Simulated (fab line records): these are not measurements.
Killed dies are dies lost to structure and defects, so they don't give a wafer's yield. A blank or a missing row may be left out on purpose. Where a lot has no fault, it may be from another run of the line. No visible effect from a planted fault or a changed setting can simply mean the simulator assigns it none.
Struck lot and sound lot, side by side	flow sfq-line	14 out of 325 route steps
Sound: the wafers L280.1, L280.3, L280.5. Struck: wafer L289.4 (L289.2, L289.5, from the same lot, were not struck and are left out); the cause is given at the end.
At each step with rows: each side's tool, then ch and its chambers, then its first start. Under that, the readings that differ: sound wafers	struck wafers	difference of the means	sigmas: that difference in standard deviations of wafers without a fault.
alike: a reading whose means differ by less than 2 such deviations, as well as words and numbers matching on both sides. not compared: withheld readings; readings where some wafer has no value; bounds like >300 that might hide an equal value; numbers whose values overlap and for which the record gives no deviation.
A row with sigmas, a row that says differs or no value, or rows on one side alone: a step with any of these is where the two part. Numbers that don't overlap but have no deviation are shown without sigmas and don't part them. Lack of a reading on every wafer of one side parts them only where that side has two or more wafers.

SFQ_TRILAYER_I5_BARC_OPEN_VIA_ETCH_200: etches BARC in O2, target depth 125 nm, time 41.7 s.
  sound on rie-diel-02 ch 0,1, day 62 03:01; struck on rie-diel-02 ch 3, day 73 13:58
  alike: drypump-motor-current-A, oes-product-au, rf-fwd-power-W
  not compared: rf-hours-counter-h
SFQ_TRILAYER_I5_ETCH_VIA_ETCH_147: etches the open film in CHF3, stops on Nb, target depth 360 nm.
  sound on rie-diel-02 ch 0,1, day 62 03:03; struck on rie-diel-02 ch 3, day 73 14:00
  alike: drypump-motor-current-A, oes-product-au, rf-fwd-power-W
SFQ_TRILAYER_I5_STRIP_STRIP_148: strips in O2.
  sound on rie-metal-04 ch 1, day 62 03:12; struck on rie-metal-01 ch 1, day 73 14:09
  alike: drypump-motor-current-A, oes-product-au
  not compared: rf-hours-counter-h
then, 7 steps without rows for these wafers: SFQ_TRILAYER_I5_STRIP_SOLV_CLEAN_149 (cleans in NMP, time 600 s); SFQ_TRILAYER_C5_LITHO_COAT_156 (resist thk 62 nm); SFQ_TRILAYER_C5_LITHO_COAT_151 (resist thk 650 nm); SFQ_TRILAYER_C5_LITHO_SOFTBAKE_155; SFQ_TRILAYER_C5_LITHO_EXPOSE_152 (exposes mask C5, target cd 500 nm); SFQ_TRILAYER_C5_LITHO_PEB_154 (peb time 60 s); SFQ_TRILAYER_C5_LITHO_DEVELOP_153 (time 60 s).
-- the record jumps here: 4 days lie between the struck wafers' starts before and after --
SFQ_C5_OVL_MEAS_937:
  sound on overlay-01 at day 62 07:23; struck on overlay-02 at day 77 06:59
  alike: C5_OVL
SFQ_TRILAYER_C5_BARC_OPEN_VIA_ETCH_210: etches BARC in O2, target depth 125 nm, time 41.7 s.
  sound on rie-diel-03 ch 1,3, day 62 07:25; struck on rie-diel-03 ch 1, day 77 07:01
  alike: drypump-motor-current-A, oes-product-au, rf-fwd-power-W
  not compared: rf-hours-counter-h
SFQ_TRILAYER_C5_ETCH_VIA_ETCH_154: etches SiO2 in CHF3, stops on Nb, target depth 84 nm.
  sound on rie-diel-03 ch 1,3, day 62 07:28; struck on rie-diel-03 ch 1, day 77 07:04
reading	sound	struck	difference	sigmas
rf-fwd-power-W (W)	498.3 494.4 497.8	417.4	-79.4	-40
  alike: drypump-motor-current-A, oes-product-au
SFQ_TRILAYER_C5_STRIP_STRIP_155: strips in O2.
  sound on rie-metal-02 ch 0,1, day 62 07:30; struck on rie-metal-02 ch 0, day 77 07:07
  alike: drypump-motor-current-A, oes-product-au
  not compared: rf-hours-counter-h

## WHERE THEY PART
Only at SFQ_TRILAYER_C5_ETCH_VIA_ETCH_154, within this record. Later steps at which nothing parts them and some readings are alike: SFQ_TRILAYER_C5_STRIP_STRIP_155.

WHY: what the simulator had put in
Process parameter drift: rie-diel-03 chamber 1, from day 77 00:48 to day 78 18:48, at SFQ_TRILAYER_C5_ETCH_VIA_ETCH_154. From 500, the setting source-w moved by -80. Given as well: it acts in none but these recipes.
